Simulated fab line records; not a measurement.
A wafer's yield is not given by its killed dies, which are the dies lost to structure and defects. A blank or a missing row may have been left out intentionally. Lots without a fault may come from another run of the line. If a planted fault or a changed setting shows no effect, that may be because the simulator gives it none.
A lot that was struck, set against a sound lot + flow sky130 + 15 steps out of a route of 708
Sound: the wafers L531.1, L531.3, L531.6. Struck: wafers L540.1, L540.2, L540.4. Last of all comes the cause.
At each step with rows: each side's tool, then ch and its chambers, then its first start. Under that, the readings that differ: sound wafers + struck wafers + difference of the means + sigmas: that difference in standard deviations of wafers without a fault.
alike: readings whose means differ by less than 2 such deviations, and words and numbers that are the same on both sides. not compared: withheld readings, readings that some wafer has no value for, bounds like >300 that may hide the same value, and numbers for which the record gives no deviation and whose values overlap.
A row with sigmas, a row that says differs or no value, or rows on one side alone: a step with any of these is where the two part. Non-overlapping numbers with no deviation appear without sigmas and do not part them. A reading that every wafer of one side lacks parts them only if that side has two wafers or more.

first, 2 steps without rows for these wafers: SKY_VT_ADJUST_PCH_PEB_05; SKY_VT_ADJUST_PCH_DEVELOP_06 (develop time 60 s).
SKY_VT_ADJUST_PCH_OVL_MEAS_07:
  sound: overlay-01 at day 11 10:46; struck: overlay-01 at day 14 13:25
| reading                | sound       | struck         | difference | sigmas |
|------------------------|-------------|----------------|------------|--------|
| VT_ADJUST_PCH_OVL (nm) | 1.0 1.0 1.2 | -2.2 -0.9 -2.6 | -3.0       | -2     |
next, for these wafers, 1 step has no rows: SKY_VT_ADJUST_PCH_IMPLANT_08.
SKY_VT_ADJUST_PCH_STRIP_09: strips in O2/N2.
  sound on plasmaAsher-03 ch 1, day 11 10:58; struck on plasmaAsher-02 ch 0,1, day 14 13:37
  alike: drypumpMotorCurrentA, oesProductAu, stripTimeToEndpointS
  not compared: rfHoursCounterH
SKY_VT_ADJUST_PCH_TW_MEAS_10:
  sound: filmMetro-03 at day 11 11:04; struck: filmMetro-02 at day 14 13:43
  alike: VT_ADJUST_PCH_TW
then, 6 steps without rows for these wafers: SKY_SONOS_TUNNEL_DEHYDRATE_00 (time 60 s); SKY_SONOS_TUNNEL_HMDS_01 (prime time 60 s); SKY_SONOS_TUNNEL_COAT_02 (resist thk 1140 nm); SKY_SONOS_TUNNEL_SOFTBAKE_03 (time 60 s); SKY_SONOS_TUNNEL_EXPOSE_04 (exposes mask TUNM, target cd 410 nm); SKY_SONOS_TUNNEL_PEB_05.
SKY_SONOS_TUNNEL_DEVELOP_06: develop time 60 s.
  sound on lithoTrack-01 ch 0, day 12 10:17; struck on lithoTrack-04 ch 0, day 15 15:32
SKY_SONOS_TUNNEL_OVL_MEAS_08:
  sound: overlay-01 at day 12 10:33; struck: overlay-02 at day 15 19:12
| reading | sound | struck                                                                  | difference                   | sigmas |
|---------|-------|-------------------------------------------------------------------------|------------------------------|--------|
| hold    | - - - | awaitDispo/3.0h/release awaitDispo/3.0h/release awaitDispo/3.0h/release | no value on the sound wafers |        |
  alike: SONOS_TUNNEL_OVL
-- a jump in the record: the struck wafers' starts before and after are 33 days apart (it breaks off in module SONOS_TUNNEL and resumes in module PAD_OPEN, where the first step shown is number 708 of the route) --
SKY_PAD_OPEN_PROBE_99:
  sound: prober-02 at day 46 14:19; struck: prober-01 at day 48 22:44
| reading          | sound     | struck                                                            | difference                   | sigmas |
|------------------|-----------|-------------------------------------------------------------------|------------------------------|--------|
| hold             | - - -     | awaitDispo/3.7h/scrap awaitDispo/3.7h/scrap awaitDispo/3.7h/scrap | no value on the sound wafers |        |
| killedAtFrontEnd | 20 22 15  | 393 384 412                                                       | +377                         | +94    |
| killedDies       | 88 105 74 | 466 464 475                                                       | +379                         | +38    |
| killedOnRim      | 15 16 10  | 82 83 84                                                          | +69                          | +19    |
  alike: killed_at_M0_to_M3, killed_at_M4_up, killedAtContacts, killedAtOther, killedOpen, killedShort

## WHERE THEY PART
Last at SKY_PAD_OPEN_PROBE_99 as far as this record goes, first at SKY_VT_ADJUST_PCH_OVL_MEAS_07.

WHY: what had been put in by the simulator
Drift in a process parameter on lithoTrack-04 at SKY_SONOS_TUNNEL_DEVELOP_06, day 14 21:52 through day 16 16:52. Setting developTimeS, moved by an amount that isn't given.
